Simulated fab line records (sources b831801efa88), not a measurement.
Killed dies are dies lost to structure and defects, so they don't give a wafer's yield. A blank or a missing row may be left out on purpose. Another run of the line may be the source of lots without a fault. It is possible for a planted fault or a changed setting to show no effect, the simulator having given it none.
Which tool did it? / flow gf180mcu / Sampling: 15 lots, 43 wafers, 5 of 602 route steps

WHAT THE GAUGES READ, wafer by wafer
GF_STI_THK_MEAS_02.
lot=L130; measured=day 1 13:35; on=filmMetro-02; STI_OXIDATION_THK (nm)=9.57 9.45 9.59
lot=L131; measured=day 1 16:38; on=filmMetro-02; STI_OXIDATION_THK (nm)=10.01 9.99 10.05
lot=L132; measured=day 1 21:31; on=filmMetro-03; STI_OXIDATION_THK (nm)=9.71 9.88 9.88
lot=L133; measured=day 2 03:59; on=filmMetro-04; STI_OXIDATION_THK (nm)=9.69 9.62 9.69
lot=L135; measured=day 2 13:26; on=filmMetro-03; STI_OXIDATION_THK (nm)=10.16 10.03 9.97
lot=L138; measured=day 3 04:46; on=filmMetro-04; STI_OXIDATION_THK (nm)=9.84 9.87 9.78
lot=L142; measured=day 4 03:23; on=filmMetro-02; STI_OXIDATION_THK (nm)=9.89 10.02 9.88
lot=L144; measured=day 4 13:41; on=filmMetro-03; STI_OXIDATION_THK (nm)=10.36 10.13
lot=L145; measured=day 4 15:15; on=filmMetro-02; STI_OXIDATION_THK (nm)=10.15 10.13
lot=L147; measured=day 5 02:00; on=filmMetro-03; STI_OXIDATION_THK (nm)=9.99 10.20 10.03
lot=L149; measured=day 5 14:34; on=filmMetro-02; STI_OXIDATION_THK (nm)=10.18 10.25 10.03
lot=L150; measured=day 5 17:12; on=filmMetro-03; STI_OXIDATION_THK (nm)=9.83 9.92 9.91
lot=L151; measured=day 6 01:26; on=filmMetro-03; STI_OXIDATION_THK (nm)=10.33 10.22 10.23
lot=L152; measured=day 6 04:14; on=filmMetro-03; STI_OXIDATION_THK (nm)=10.22 10.17 10.17
lot=L153; measured=day 6 08:18; on=filmMetro-02; STI_OXIDATION_THK (nm)=10.29 10.28 10.33

GF_POLY_GATE_OVL_MEAS_11.
lot=L130; measured=day 9 08:42; on=overlay-02; POLY_GATE_OVL (nm)=2 -4 6
lot=L131; measured=day 9 11:52; on=overlay-01; POLY_GATE_OVL (nm)=-3 -1 1
lot=L132; measured=day 9 16:38; on=overlay-02; POLY_GATE_OVL (nm)=2 6 4
lot=L133; measured=day 9 22:22; on=overlay-01; POLY_GATE_OVL (nm)=0 1 1
lot=L135; measured=day 10 13:51; on=overlay-02; POLY_GATE_OVL (nm)=5 0 1
lot=L138; measured=day 11 20:46; on=overlay-02; POLY_GATE_OVL (nm)=4 1 8
lot=L142; measured=day 12 22:00; on=overlay-01; POLY_GATE_OVL (nm)=2 5 2
lot=L144; measured=day 13 13:00; on=overlay-01; POLY_GATE_OVL (nm)=4 5
lot=L145; measured=day 13 23:53; on=overlay-01; POLY_GATE_OVL (nm)=9 9
lot=L147; measured=day 14 10:46; on=overlay-01; POLY_GATE_OVL (nm)=8 13 8
lot=L149; measured=day 15 00:03; on=overlay-01; POLY_GATE_OVL (nm)=-4 3 -8
lot=L150; measured=day 15 00:47; on=overlay-02; POLY_GATE_OVL (nm)=10 6 5
lot=L151; measured=day 15 16:04; on=overlay-01; POLY_GATE_OVL (nm)=6 8 8
lot=L152; measured=day 15 22:52; on=overlay-01; POLY_GATE_OVL (nm)=-3 1 3
lot=L153; measured=day 15 23:51; on=overlay-01; POLY_GATE_OVL (nm)=-3 -4 3

GF_V1_THK_MEAS_01.
lot=L130; measured=day 17 10:10; on=filmMetro-03; V1_CVD_00_THK (nm)=605 602 614
lot=L131; measured=day 17 15:26; on=filmMetro-03; V1_CVD_00_THK (nm)=602 589 587
lot=L132; measured=day 17 16:07; on=filmMetro-03; V1_CVD_00_THK (nm)=601 603 614
lot=L133; measured=day 18 00:26; on=filmMetro-03; V1_CVD_00_THK (nm)=597 603 613
lot=L135; measured=day 18 23:18; on=filmMetro-02; V1_CVD_00_THK (nm)=591 603 603
lot=L138; measured=day 20 11:57; on=filmMetro-03; V1_CVD_00_THK (nm)=604 607 587
lot=L142; measured=day 21 20:17; on=filmMetro-02; V1_CVD_00_THK (nm)=596 598 599
lot=L144; measured=day 22 15:36; on=filmMetro-04; V1_CVD_00_THK (nm)=592 598
lot=L145; measured=day 23 02:11; on=filmMetro-03; V1_CVD_00_THK (nm)=594 593
lot=L147; measured=day 23 14:07; on=filmMetro-03; V1_CVD_00_THK (nm)=608 603 603
lot=L149; measured=day 24 05:11; on=filmMetro-04; V1_CVD_00_THK (nm)=599 597 587
lot=L150; measured=day 24 05:34; on=filmMetro-04; V1_CVD_00_THK (nm)=599 600 602
lot=L151; measured=day 24 19:44; on=filmMetro-03; V1_CVD_00_THK (nm)=597 591 597
lot=L152; measured=day 25 02:08; on=filmMetro-03; V1_CVD_00_THK (nm)=597 600 590
lot=L153; measured=day 25 02:46; on=filmMetro-04; V1_CVD_00_THK (nm)=588 591 588

WHICH TOOL RAN EACH LOT (tool, then ch and the chambers of the sampled wafers, then the start)
lot=L130; GF_MVSD_COAT_02=lithoTrack-03 ch 0, day 4 06:28; GF_MVSD_STRIP_10=plasmaAsher-04 ch 0, day 4 12:52
lot=L131; GF_MVSD_COAT_02=lithoTrack-03 ch 0, day 4 11:32; GF_MVSD_STRIP_10=plasmaAsher-01 ch 0,1, day 4 19:04
lot=L132; GF_MVSD_COAT_02=lithoTrack-03 ch 0, day 4 15:37; GF_MVSD_STRIP_10=plasmaAsher-02 ch 0,1, day 4 22:44
lot=L133; GF_MVSD_COAT_02=lithoTrack-03 ch 0, day 4 17:26; GF_MVSD_STRIP_10=plasmaAsher-02 ch 0,1, day 5 00:27
lot=L135; GF_MVSD_COAT_02=lithoTrack-04 ch 0, day 5 08:06; GF_MVSD_STRIP_10=plasmaAsher-01 ch 0,1, day 5 15:30
lot=L138; GF_MVSD_COAT_02=lithoTrack-04 ch 0, day 6 07:26; GF_MVSD_STRIP_10=plasmaAsher-02 ch 0,1, day 6 15:36
lot=L142; GF_MVSD_COAT_02=lithoTrack-04 ch 0, day 7 06:05; GF_MVSD_STRIP_10=plasmaAsher-04 ch 0,1, day 7 14:27
lot=L144; GF_MVSD_COAT_02=lithoTrack-04 ch 0, day 7 15:14; GF_MVSD_STRIP_10=plasmaAsher-04 ch 0,1, day 7 23:48
lot=L145; GF_MVSD_COAT_02=lithoTrack-04 ch 0, day 7 23:30; GF_MVSD_STRIP_10=plasmaAsher-02 ch 0, day 8 08:04
lot=L147; GF_MVSD_COAT_02=lithoTrack-03 ch 0, day 8 08:26; GF_MVSD_STRIP_10=plasmaAsher-04 ch 0,1, day 8 16:24
lot=L149; GF_MVSD_COAT_02=lithoTrack-02 ch 0, day 8 17:20; GF_MVSD_STRIP_10=plasmaAsher-02 ch 0,1, day 9 02:40
lot=L150; GF_MVSD_COAT_02=lithoTrack-03 ch 0, day 8 19:13; GF_MVSD_STRIP_10=plasmaAsher-01 ch 0,1, day 9 04:31
lot=L151; GF_MVSD_COAT_02=lithoTrack-02 ch 0, day 9 06:34; GF_MVSD_STRIP_10=plasmaAsher-04 ch 0,1, day 9 16:04
lot=L152; GF_MVSD_COAT_02=lithoTrack-03 ch 0, day 9 11:55; GF_MVSD_STRIP_10=plasmaAsher-04 ch 0,1, day 9 21:17
lot=L153; GF_MVSD_COAT_02=lithoTrack-03 ch 0, day 9 14:28; GF_MVSD_STRIP_10=plasmaAsher-02 ch 0,1, day 9 23:22
- GF_MVSD_COAT_02: resist thk 3000 nm.
- GF_MVSD_STRIP_10: strips in O2/N2.

WHAT THE TOOLS THEMSELVES READ (means of the sampled wafers that have a number; where no wafer has one, the mark that the record gives instead)
GF_MVSD_STRIP_10.
lot=L130; tool=plasmaAsher-04; drypumpMotorCurrentA (A)=5.86; heaterPowerW (W)=347; oesProductAu (a.u.)=0.725; stripTimeToEndpointS (s)=36.87
lot=L131; tool=plasmaAsher-01; drypumpMotorCurrentA (A)=6.18; heaterPowerW (W)=325; oesProductAu (a.u.)=0.721; stripTimeToEndpointS (s)=36.83
lot=L132; tool=plasmaAsher-02; drypumpMotorCurrentA (A)=6.07; heaterPowerW (W)=335; oesProductAu (a.u.)=0.723; stripTimeToEndpointS (s)=36.87
lot=L133; tool=plasmaAsher-02; drypumpMotorCurrentA (A)=6.07; heaterPowerW (W)=338; oesProductAu (a.u.)=0.725; stripTimeToEndpointS (s)=36.83
lot=L135; tool=plasmaAsher-01; drypumpMotorCurrentA (A)=6.21; heaterPowerW (W)=321; oesProductAu (a.u.)=0.721; stripTimeToEndpointS (s)=36.94
lot=L138; tool=plasmaAsher-02; drypumpMotorCurrentA (A)=6.06; heaterPowerW (W)=340; oesProductAu (a.u.)=0.722; stripTimeToEndpointS (s)=36.99
lot=L142; tool=plasmaAsher-04; drypumpMotorCurrentA (A)=5.94; heaterPowerW (W)=332; oesProductAu (a.u.)=0.721; stripTimeToEndpointS (s)=33.98
lot=L144; tool=plasmaAsher-04; drypumpMotorCurrentA (A)=5.99; heaterPowerW (W)=326; oesProductAu (a.u.)=0.720; stripTimeToEndpointS (s)=32.62
lot=L145; tool=plasmaAsher-02; drypumpMotorCurrentA (A)=6.04; heaterPowerW (W)=340; oesProductAu (a.u.)=0.720; stripTimeToEndpointS (s)=32.42
lot=L147; tool=plasmaAsher-04; drypumpMotorCurrentA (A)=6.02; heaterPowerW (W)=326; oesProductAu (a.u.)=0.719; stripTimeToEndpointS (s)=36.89
lot=L149; tool=plasmaAsher-02; drypumpMotorCurrentA (A)=6.15; heaterPowerW (W)=334; oesProductAu (a.u.)=0.721; stripTimeToEndpointS (s)=36.88
lot=L150; tool=plasmaAsher-01; drypumpMotorCurrentA (A)=6.19; heaterPowerW (W)=323; oesProductAu (a.u.)=0.722; stripTimeToEndpointS (s)=36.85
lot=L151; tool=plasmaAsher-04; drypumpMotorCurrentA (A)=6.03; heaterPowerW (W)=328; oesProductAu (a.u.)=0.720; stripTimeToEndpointS (s)=36.88
lot=L152; tool=plasmaAsher-04; drypumpMotorCurrentA (A)=6.04; heaterPowerW (W)=326; oesProductAu (a.u.)=0.718; stripTimeToEndpointS (s)=37.07
lot=L153; tool=plasmaAsher-02; drypumpMotorCurrentA (A)=6.11; heaterPowerW (W)=341; oesProductAu (a.u.)=0.724; stripTimeToEndpointS (s)=36.99

THE ANSWER, worked out from the rows above alone
Rule: what is usual is taken from the lots themselves. The widest of any qualifying gaps counts: lots, ordered by their means at a reading, are off when they make up no more than a third of the lots, leave a main group of 4 or more, and stand apart from it by 3 or more times the standard deviation of that group's means. If all means in a main group match to the digits the tables above print for the reading, that group is not used. A lot without any number at a reading at which 4 lots or more have one is off too. The other lots that the step has rows for count as sound. After the gauges, taken in route order, come the tools' own readings; for these a lot's mean is taken, as printed above. The first step at which some lot is off is used, and at that step the reading that is off furthest; a lot without a number counts as furthest.
Off: L142, L144, L145, at GF_MVSD_STRIP_10 (stripTimeToEndpointS). Main group: mean 36.91 s, sd 0.071.
A tool fits if, at that step or a process step before it, it ran every lot that is off, and no sound lot after the first of them. One fits: GF_MVSD_COAT_02 on lithoTrack-04. Its last sound lot is L138 (day 6 07:26), its first lot that is off L142 (day 7 06:05): a fault that began between those two fits.

WHAT THE SIMULATOR HAD INSERTED
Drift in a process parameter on lithoTrack-04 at GF_MVSD_COAT_02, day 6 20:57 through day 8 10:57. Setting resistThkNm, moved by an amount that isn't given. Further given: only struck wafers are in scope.
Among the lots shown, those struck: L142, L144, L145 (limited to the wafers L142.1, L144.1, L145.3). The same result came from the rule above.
